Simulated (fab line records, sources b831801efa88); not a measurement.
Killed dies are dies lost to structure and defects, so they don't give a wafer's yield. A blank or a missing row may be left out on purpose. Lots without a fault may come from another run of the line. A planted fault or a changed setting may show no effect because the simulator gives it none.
Which tool did it? | flow gf180mcu | 12 lots, 36 wafers sampled, at 5 steps of a route of 602

WHAT THE GAUGES READ, wafer by wafer
GF_M2_THK_MEAS_06: measures by xrf. Usual: M2_ALCU_THK 454 nm, standard deviation 6.
lot  | measured     | on            | M2_ALCU_THK (nm) | flag
L514 | day 19 08:43 | film_metro-04 | 454 458 450      |
L515 | day 19 15:24 | film_metro-02 | 455 453 466      |
L516 | day 20 01:41 | film_metro-04 | 450 445 455      |
L517 | day 20 12:58 | film_metro-03 | 456 451 459      |
L518 | day 20 16:44 | film_metro-03 | 450 447 444      |
L520 | day 21 14:13 | film_metro-04 | 451 448 453      |
L522 | day 22 08:10 | film_metro-04 | 438 444 447      |
L526 | day 23 19:09 | film_metro-02 | 446 452 445      |
L527 | day 24 01:40 | film_metro-02 | 449 445 455      |
L528 | day 24 10:28 | film_metro-04 | 456 452 458      |
L531 | day 25 10:54 | film_metro-02 | 459 462 452      |
L534 | day 26 05:09 | film_metro-03 | 468 460 463      |

GF_V2_THK_MEAS_01. Usual: V2_CVD_00_THK 602 nm, standard deviation 9.
lot  | measured     | on            | V2_CVD_00_THK (nm) | flag
L514 | day 20 10:01 | film_metro-01 | 596 593 597        |
L515 | day 20 16:31 | film_metro-02 | 601 600 593        |
L516 | day 21 02:47 | film_metro-04 | 601 600 621        |
L517 | day 21 13:37 | film_metro-01 | 602 605 601        |
L518 | day 21 18:05 | film_metro-01 | 622 620 607        |
L520 | day 22 14:56 | film_metro-04 | 601 587 607        |
L522 | day 23 07:35 | film_metro-04 | 615 594 617        |
L526 | day 24 17:34 | film_metro-02 | 604 609 601        |
L527 | day 25 00:05 | film_metro-02 | 589 607 598        |
L528 | day 25 09:16 | film_metro-04 | 592 593 598        |
L531 | day 26 08:41 | film_metro-04 | 600 602 592        |
L534 | day 27 02:07 | film_metro-02 | 591 586 596        |

GF_V2_THK_MEAS_03. Usual: V2_CVD_02_THK 850 nm, standard deviation 14.
lot  | measured     | on            | V2_CVD_02_THK (nm) | flag
L514 | day 20 10:09 | film_metro-04 | 845 875 864        |
L515 | day 20 16:38 | film_metro-04 | 818 857 868        |
L516 | day 21 02:55 | film_metro-02 | 850 855 862        |
L517 | day 21 13:45 | film_metro-04 | 831 853 847        |
L518 | day 21 18:13 | film_metro-02 | 856 863 864        |
L520 | day 22 15:04 | film_metro-02 | 836 842 846        |
L522 | day 23 07:43 | film_metro-02 | 841 868 868        |
L526 | day 24 17:41 | film_metro-04 | 1247 1246 1257     | OFF
L527 | day 25 00:13 | film_metro-04 | 1252 1251 1239     | OFF
L528 | day 25 09:24 | film_metro-02 | 1267 1252 1264     | OFF
L531 | day 26 08:49 | film_metro-01 | 847 848 846        |
L534 | day 27 02:15 | film_metro-01 | 856 849 835        |

WHICH TOOL RAN EACH LOT (tool, then ch and the chambers of the sampled wafers, then the start)
lot  | GF_M2_SPUTTER_03             | GF_V2_CVD_02
L514 | pvd_sputter-02, day 19 08:32 | pecvd-04 ch 1,2, day 20 10:05
L515 | pvd_sputter-03, day 19 15:13 | pecvd-04 ch 0,1, day 20 16:34
L516 | pvd_sputter-02, day 20 01:30 | pecvd-03 ch 0,2, day 21 02:50
L517 | pvd_sputter-02, day 20 12:47 | pecvd-04 ch 0,1, day 21 13:41
L518 | pvd_sputter-02, day 20 16:34 | pecvd-04 ch 1,2, day 21 18:09
L520 | pvd_sputter-01, day 21 14:02 | pecvd-03 ch 0,1, day 22 15:00
L522 | pvd_sputter-01, day 22 07:59 | pecvd-02 ch 0,1,2, day 23 07:38
L526 | pvd_sputter-02, day 23 18:58 | pecvd-04 ch 1,2, day 24 17:37
L527 | pvd_sputter-03, day 24 01:28 | pecvd-04 ch 0,1,2, day 25 00:08
L528 | pvd_sputter-02, day 24 10:16 | pecvd-04 ch 0,1,2, day 25 09:20
L531 | pvd_sputter-03, day 25 10:42 | pecvd-03 ch 0,1,2, day 26 08:44
L534 | pvd_sputter-03, day 26 04:58 | pecvd-02 ch 0,1,2, day 27 02:10
- GF_M2_SPUTTER_03: material Ti, target thk 10 nm, time 6.7 s.
- GF_V2_CVD_02: deposits SiO2 from TEOS, target thk 850 nm, time 94.851 s.

WHAT THE TOOLS THEMSELVES READ (means of the sampled wafers that have a number; where no wafer has one, the mark that the record gives instead)
GF_M2_SPUTTER_03. Usual: substrate_temp_c 299.99 C, standard deviation 0.18; throttle_valve_pct 30.0 %, standard deviation 0.92.
lot  | tool           | substrate_temp_c (C) | throttle_valve_pct (%) | flag
L514 | pvd_sputter-02 | 299.84               | 30.5                   |
L515 | pvd_sputter-03 | 300.12               | 29.6                   |
L516 | pvd_sputter-02 | 299.92               | 30.8                   |
L517 | pvd_sputter-02 | 299.94               | 30.8                   |
L518 | pvd_sputter-02 | 300.07               | 30.4                   |
L520 | pvd_sputter-01 | 299.96               | 30.0                   |
L522 | pvd_sputter-01 | 299.96               | 29.4                   |
L526 | pvd_sputter-02 | 299.96               | 29.7                   |
L527 | pvd_sputter-03 | 299.98               | 29.8                   |
L528 | pvd_sputter-02 | 300.02               | 29.8                   |
L531 | pvd_sputter-03 | 300.03               | 29.6                   |
L534 | pvd_sputter-03 | 300.12               | 29.7                   |

GF_V2_CVD_02. Usual: heater_power_outer_w 376 W, standard deviation 67; heater_power_w 654 W, standard deviation 100.
lot  | tool     | heater_power_outer_w (W) | heater_power_w (W) | flag
L514 | pecvd-04 | 402                      | 700                |
L515 | pecvd-04 | 396                      | 668                |
L516 | pecvd-03 | 337                      | 655                |
L517 | pecvd-04 | 351                      | 619                |
L518 | pecvd-04 | 430                      | 725                |
L520 | pecvd-03 | 304                      | 507                |
L522 | pecvd-02 | 371                      | 649                |
L526 | pecvd-04 | 370                      | 662                |
L527 | pecvd-04 | 362                      | 638                |
L528 | pecvd-04 | 361                      | 636                |
L531 | pecvd-03 | 373                      | 641                |
L534 | pecvd-02 | 400                      | 686                |

THE ANSWER, worked out from the rows above alone
Rule: a lot is off if the mean of its wafers that have a number lies more than 3 standard deviations from the usual mean. A lot without any number at a reading at which 4 lots or more have one is off too. The other lots that the step has rows for count as sound. The gauges are gone through in route order, then the tools' own readings, and for those a lot's mean is taken as printed above. The first step at which some lot is off is used, and at that step the reading that is off furthest; a lot without a number counts as furthest.
Off: L526, L527, L528, at GF_V2_THK_MEAS_03 (V2_CVD_02_THK).
A tool fits if, at a process step before that reading, it ran every lot that is off, and no sound lot after the first of them. The gauges at GF_V2_THK_MEAS_03 are tried like those tools. One fits: pecvd-04 at GF_V2_CVD_02. Its last sound lot is L518 (day 21 18:09), its first lot that is off L526 (day 24 17:37): a fault that began between those two fits.

WHAT THE SIMULATOR HAD PUT IN
Process parameter drift: pecvd-04, from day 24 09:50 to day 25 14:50, at GF_V2_CVD_02. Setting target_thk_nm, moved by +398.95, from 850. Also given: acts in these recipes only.
Lots struck among those shown: L526, L527, L528. The rule above found the same.
